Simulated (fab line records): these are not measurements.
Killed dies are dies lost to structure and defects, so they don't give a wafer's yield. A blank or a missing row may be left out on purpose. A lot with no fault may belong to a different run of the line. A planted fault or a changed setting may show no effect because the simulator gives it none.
fab line records	flow gf180mcu	part 2 of 2: steps 26 to 33 of 33
[record] lots = 5	wafers = 15	last_day = 33
route steps=602 shown M3@418 V3@429
lots that met no fault: taken from a fault-free run of the same line
start_h: the number of hours between the record's first day and the start of the first shown wafer of the lot	wait_h: time in hours since the lot's previous step	" unchanged from the row above	L1.1+2: a row that stands for several wafers	- no value, or no start given	* or withheld: withheld	< > ~ a bound
route shown NAME@n: names a module that has steps shown in the file, with the first one's number in the route	usual: mean/standard deviation of fault-free wafers	same: alike in all rows	chamber/n: place in a boat	sites: per-site readings	_std_site: the standard deviation of these	_edge_site: inner sites' mean taken away from outer sites' mean	radius_mm: how far each site lies from the wafer's centre	mask NAME#n: copy n	behind: tool/chamber where the wafer was last shaped	hold: cause of the lot's hold/its duration in hours/its outcome	device: names the non-switching transistor (n, p or np)	end of line: the tests these same wafers got at the end of their route	a step with no rows: only its recipe	killed: count of dies lost to structure and defects at first sort (not the wafer's yield)	map: shows each die of a wafer: x if killed, . if not, _ if none is there
set.NAME: the setting as run; set.NAME@STEP: as run at that earlier step	model.NAME: the simulator's own value behind a step, which no gauge read
certain route steps with their lots: each step a table, each wafer a row
services: the hour from which a tool's chamber was out of use, counted from the record's first day as start_h (under 0 if before that day), plus the number of hours and why
[[steps]]
[step GF_V3_CD_MEAS_14]
[recipe] target_cd_nm = 260
[usual] cd_nm = 260.4/1.3
lot.wafer	tool	chamber	start_h	wait_h	cd_nm
L075.1	cd_sem-02	-	523.10	0.1	263.1
L075.2	"	-	"	"	263.3
L075.4	"	-	"	"	262.0
L077.1	cd_sem-02	-	538.65	0.1	259.1
L077.2	"	-	"	"	260.1
L077.5	"	-	"	"	260.1
L078.1	cd_sem-02	-	544.72	0.1	260.4
L078.4	"	-	"	"	260.8
L078.5	"	-	"	"	260.9
L084.1	cd_sem-02	-	596.72	0.1	260.5
L084.3	"	-	"	"	261.2
L084.6	"	-	"	"	260.8
L090.2	cd_sem-02	-	644.26	0.2	262.4
L090.3	"	-	"	"	260.6
L090.6	"	-	"	"	262.8
[step GF_V3_OVL_MEAS_15]
[usual] V3_OVL = -1/5.3
lot.wafer	tool	chamber	start_h	wait_h	V3_OVL[nm]
L075.1	overlay-01	-	523.22	0.1	-7
L075.2	"	-	"	"	-10
L075.4	"	-	"	"	-2
L077.1	overlay-02	-	538.77	0.1	10
L077.2	"	-	"	"	4
L077.5	"	-	"	"	5
L078.1	overlay-02	-	544.84	0.1	10
L078.4	"	-	"	"	9
L078.5	"	-	"	"	12
L084.1	overlay-02	-	596.84	0.1	-5
L084.3	"	-	"	"	-10
L084.6	"	-	"	"	-5
L090.2	overlay-02	-	644.37	0.1	0
L090.3	"	-	"	"	-4
L090.6	"	-	"	"	2
[step GF_V3_ETCH_16]
[recipe] chemistry = N2/H2	target_depth_a = withheld	overetch_a = withheld	time_s = withheld	target = BARC	ion_energy_ev = 200	source_w = 500	bias_w = 100	pressure_mtorr = 30	n2_flow_sccm = 100	h2_flow_sccm = 200
[usual] chamber_pressure_mTorr = 30.001/0.026	drypump_motor_current_A = 5.6/0.53	n2_flow_sccm = 100.0/0.32	oes_product_au = 0.854/0.005	throttle_valve_pct = 13.226/0.0094
lot.wafer	tool	chamber	start_h	wait_h	chamber_pressure_mTorr	drypump_motor_current_A	n2_flow_sccm	oes_product_au	throttle_valve_pct
L075.1	rie_diel-02	2	523.25	0.0	30.030	6.4	99.8	0.852	13.234
L075.2	"	0	"	"	30.035	5.5	99.5	0.856	13.213
L075.4	"	3	"	"	29.956	5.9	100.3	0.852	13.227
L077.1	rie_diel-01	0	538.80	0.0	30.022	5.4	99.9	0.856	13.234
L077.2	"	2	"	"	30.024	6.3	100.3	0.856	13.227
L077.5	"	2	"	"	30.006	6.3	100.1	0.858	13.225
L078.1	rie_diel-01	1	544.87	0.0	30.016	4.7	100.5	0.853	13.211
L078.4	"	3	"	"	29.983	6.5	99.9	0.857	13.233
L078.5	"	0	"	"	30.049	5.3	99.7	0.856	13.208
L084.1	rie_diel-03	0	596.87	0.0	30.011	4.8	99.9	0.860	13.234
L084.3	"	1	"	"	30.046	5.5	100.1	0.855	13.233
L084.6	"	1	"	"	29.996	5.5	100.1	0.850	13.245
L090.2	rie_diel-02	2	644.40	0.0	30.009	6.4	100.8	0.859	13.226
L090.3	"	1	"	"	30.055	5.8	100.6	0.855	13.210
L090.6	"	3	"	"	30.009	5.9	99.6	0.856	13.226
[step GF_V3_ETCH_17]
[recipe] chemistry = C4F8/O2/Ar	mask_material = KrF	target = SiO2	stop_on = TiN	source_w = 1500	bias_w = 1200	pressure_mtorr = 40	c4f8_flow_sccm = withheld	O2_flow_sccm = 6	Ar_flow_sccm = 300	time_s = withheld	target_depth_a = 6350
[usual] chamber_pressure_mTorr = 39.99/0.036	oes_product_au = 0.856/0.0045
lot.wafer	tool	chamber	start_h	wait_h	chamber_pressure_mTorr	oes_product_au
L075.1	rie_diel-02	2	-	-	39.98	0.859
L075.2	"	0	"	"	39.95	0.864
L075.4	"	3	"	"	40.04	0.851
L077.1	rie_diel-01	0	-	-	39.95	0.857
L077.2	"	2	"	"	39.98	0.854
L077.5	"	2	"	"	39.99	0.853
L078.1	rie_diel-01	1	-	-	39.99	0.852
L078.4	"	3	"	"	40.00	0.859
L078.5	"	0	"	"	40.01	0.847
L084.1	rie_diel-03	0	-	-	39.97	0.856
L084.3	"	1	"	"	40.05	0.853
L084.6	"	1	"	"	40.07	0.853
L090.2	rie_diel-02	2	-	-	39.95	0.854
L090.3	"	1	"	"	40.02	0.855
L090.6	"	3	"	"	39.97	0.857
[step GF_V3_STRIP_18]
[recipe] chemistry = O2/N2	power_w = 1400	pressure_mtorr = 1500	platen_temp_c = 250	o2_flow_sccm = 3000	n2_flow_sccm = 300	overash_fraction = 0.5
[usual] chamber_pressure_mTorr = 1500.2/1.4	drypump_motor_current_A = 5.7/0.4	heater_power_w = 342/28	n2_flow_sccm = 300.1/0.93	oes_product_au = 0.587/0.0048
lot.wafer	tool	chamber	start_h	wait_h	chamber_pressure_mTorr	drypump_motor_current_A	heater_power_w	n2_flow_sccm	oes_product_au	rf_hours_counter_h
L075.1	plasma_asher-03	0	523.38	-	1499.1	5.0	323	301.4	0.590	40
L075.2	"	1	"	"	1499.2	6.1	340	298.8	0.587	40
L075.4	"	1	"	"	1499.4	6.1	341	299.6	0.590	-
L077.1	plasma_asher-02	1	538.93	-	1501.5	5.5	353	300.4	0.575	11
L077.2	"	0	"	"	1500.9	5.8	367	299.5	0.577	11
L077.5	"	0	"	"	1500.0	5.8	372	300.2	0.589	-
L078.1	plasma_asher-02	0	545.00	-	1502.6	5.8	373	301.8	0.588	12
L078.4	"	1	"	"	1500.4	5.5	370	300.5	0.578	-
L078.5	"	0	"	"	1498.3	5.8	374	300.6	0.591	-
L084.1	plasma_asher-04	0	597.00	-	1502.3	5.6	342	300.6	0.589	97
L084.3	"	0	"	"	1498.4	5.6	352	299.5	0.587	-
L084.6	"	1	"	"	1500.5	6.2	290	298.9	0.584	-
L090.2	plasma_asher-04	0	644.53	-	1500.5	5.7	356	299.1	0.585	104
L090.3	"	1	"	"	1501.5	6.2	291	299.0	0.590	-
L090.6	"	0	"	"	1501.5	5.6	352	299.4	0.585	-
[step GF_V3_STRIP_19]
[recipe] chemistry = post_etch_residue_remover	time_s = 1200	temp_c = 72.5
lot.wafer	tool	chamber	start_h	wait_h
L075.1+2+4	wet_bench-03	3	523.48	0.1
L077.1+2+5	wet_bench-03	1	539.03	0.1
L078.1+4+5	wet_bench-03	2	545.10	0.1
L084.1+3+6	wet_bench-01	3	597.10	0.1
L090.2+3+6	wet_bench-02	2	644.63	0.1
[step GF_V3_CLEAN_20]
[recipe] chemistry = DIW	dry = n2_spin
lot.wafer	tool	chamber	start_h	wait_h
L075.1+2+4	wet_bench-01	3	523.82	0.0
L077.1+2+5	wet_bench-01	1	539.40	0.0
L078.1+4+5	wet_bench-01	0	545.44	0.0
L084.1+3+6	wet_bench-03	1	597.44	0.0
L090.2+3+6	wet_bench-03	0	645.01	0.0
[step GF_V3_SPUTTER_21]
[recipe] material = Ti	target_thk_nm = 15	chamber_pressure_pa = 5	power_w = 2500	substrate_temp_c = 200	time_s = 80.02
[usual] substrate_temp_c = 200.00/0.14	throttle_valve_pct = 30.2/1.3
lot.wafer	tool	chamber	start_h	wait_h	substrate_temp_c	throttle_valve_pct
L075.1	pvd_sputter-03	-	523.93	0.0	200.11	28.3
L075.2	"	-	"	"	200.28	29.7
L075.4	"	-	"	"	200.14	31.1
L077.1	pvd_sputter-03	-	539.50	0.0	199.74	29.4
L077.2	"	-	"	"	199.87	31.4
L077.5	"	-	"	"	200.13	29.5
L078.1	pvd_sputter-03	-	545.53	0.0	199.97	28.3
L078.4	"	-	"	"	200.04	31.6
L078.5	"	-	"	"	199.85	31.7
L084.1	pvd_sputter-02	-	597.54	0.0	200.03	29.6
L084.3	"	-	"	"	200.03	29.7
L084.6	"	-	"	"	199.77	29.5
L090.2	pvd_sputter-03	-	645.10	0.0	199.95	28.2
L090.3	"	-	"	"	200.04	29.5
L090.6	"	-	"	"	199.89	29.6
[[services]]
tool	chamber	start_h	hours	kind
rie_diel-01	1	469.93	10.9	repair
krf_scanner-02	-	472.01	1.3	pm
krf_scanner-01	-	480.35	5.0	repair
krf_scanner-01	-	493.85	0.2	repair
cmp-02	-	496.89	4.7	pm
rie_diel-02	2	499.90	11.8	repair
wet_bench-02	-	501.03	0.9	repair
pecvd-03	1	504.17	6.5	repair
plasma_asher-02	-	504.47	0.9	repair
krf_scanner-01	-	524.93	1.3	pm
krf_scanner-02	-	550.03	0.8	pm
krf_scanner-02	-	554.25	0.4	repair
rie_diel-01	3	564.13	2.8	repair
rie_diel-02	-	571.70	0.3	repair
rie_diel-01	2	581.21	27.9	repair
pvd_sputter-03	-	583.97	1.8	repair
krf_scanner-02	-	586.41	4.0	pm
wet_bench-03	-	587.74	6.1	repair
pecvd-03	-	591.12	14.0	pm
rie_diel-02	3	591.83	4.0	repair
rie_diel-02	2	594.63	3.6	repair
krf_scanner-02	-	612.53	1.0	pm
krf_scanner-01	-	621.25	1.0	pm
krf_scanner-01	-	630.39	0.8	pm
